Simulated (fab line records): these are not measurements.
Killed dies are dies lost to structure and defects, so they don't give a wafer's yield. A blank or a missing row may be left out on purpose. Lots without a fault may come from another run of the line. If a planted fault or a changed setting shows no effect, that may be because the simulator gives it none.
One fault through the eyes of 2 desks || flow sky130 || what lay behind the numbers comes last; until then each desk has only its own

== METROLOGY DESK ==
Means of the sampled wafers that have a number, per lot and without regard to the tool the lot ran on: this is what the gauges read. A lot is out of limits, marked OUT, if its mean lies more than 4 standard deviations from the usual mean; the brackets give that distance.
Columns: A = cd_nm at SKY_VIA1_CD_MEAS_12, usual 150.0 nm; B = VIA1_W_RS at SKY_VIA1_RS_MEAS_22, usual 0.428 ohm/sq
{"lot": "L338", "first seen here": "day 34 07:31", "A": 149.5, "B": 0.426}
{"lot": "L339", "first seen here": "day 34 10:48", "A": 148.6, "B": 0.430}
{"lot": "L341", "first seen here": "day 34 12:25", "A": 148.5, "B": 0.436}
{"lot": "L340", "first seen here": "day 35 00:20", "A": 149.0, "B": 0.426}
{"lot": "L342", "first seen here": "day 35 04:52", "A": 148.6, "B": 0.426}
{"lot": "L343", "first seen here": "day 35 13:25", "A": 149.7, "B": 0.429}
{"lot": "L348", "first seen here": "day 37 03:43", "A": 148.8, "B": 0.426}
{"lot": "L350", "first seen here": "day 37 20:26", "A": 151.7, "B": 0.428}
{"lot": "L358", "first seen here": "day 40 05:19", "A": 149.2, "B": 0.425}
{"lot": "L359", "first seen here": "day 40 12:00", "A": 149.9, "B": 0.426}
{"lot": "L360", "first seen here": "day 41 03:25", "A": 149.9, "B": 0.418}
This desk's verdict: no lot among the 11 shows anything out of limits.

== TOOL OWNER'S DESK, litho_track-01 ==
The tool's own readings at SKY_METAL2_COAT_09 (resist thk 60 nm): means of the sampled wafers that have a number, for each lot that ran on this tool. A lot is out of limits, marked OUT, if its mean lies more than 4 standard deviations from the usual mean; the brackets give that distance.
Columns: A = spin_speed_rpm at SKY_METAL2_COAT_09, usual 3000.0 rpm
{"lot": "L339", "first seen here": "day 35 01:16", "A": 3002.3}
{"lot": "L348", "first seen here": "day 37 18:40", "A": "2767.0 (-99 or more) OUT"}
{"lot": "L350", "first seen here": "day 38 10:10", "A": "2771.8 (-99 or more) OUT"}
{"lot": "L358", "first seen here": "day 40 19:04", "A": 2997.2}
This desk finds L348, L350 out of limits, L348 being first, at day 37 18:40 (spin_speed_rpm at SKY_METAL2_COAT_09). In limits: L339, L358.

== PUT TOGETHER ==
At day 37 18:40, on L348, L350, the tool owner's desk was in a position to raise an alarm.
Metrology desk: nothing out of limits seen.
The metrology desk holds a record of L348, L350, inside its limits.
The lots listed all ran SKY_METAL2_COAT_09 on litho_track-01.

== WHAT HAD BEEN PUT IN BY THE SIMULATOR ==
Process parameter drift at SKY_METAL2_COAT_09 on litho_track-01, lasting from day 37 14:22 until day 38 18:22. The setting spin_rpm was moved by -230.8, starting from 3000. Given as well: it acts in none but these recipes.
Shown lots that were struck: L348, L350.
Hours from the fault's start to each desk's first reading out of limits: the tool owner's desk, 4.
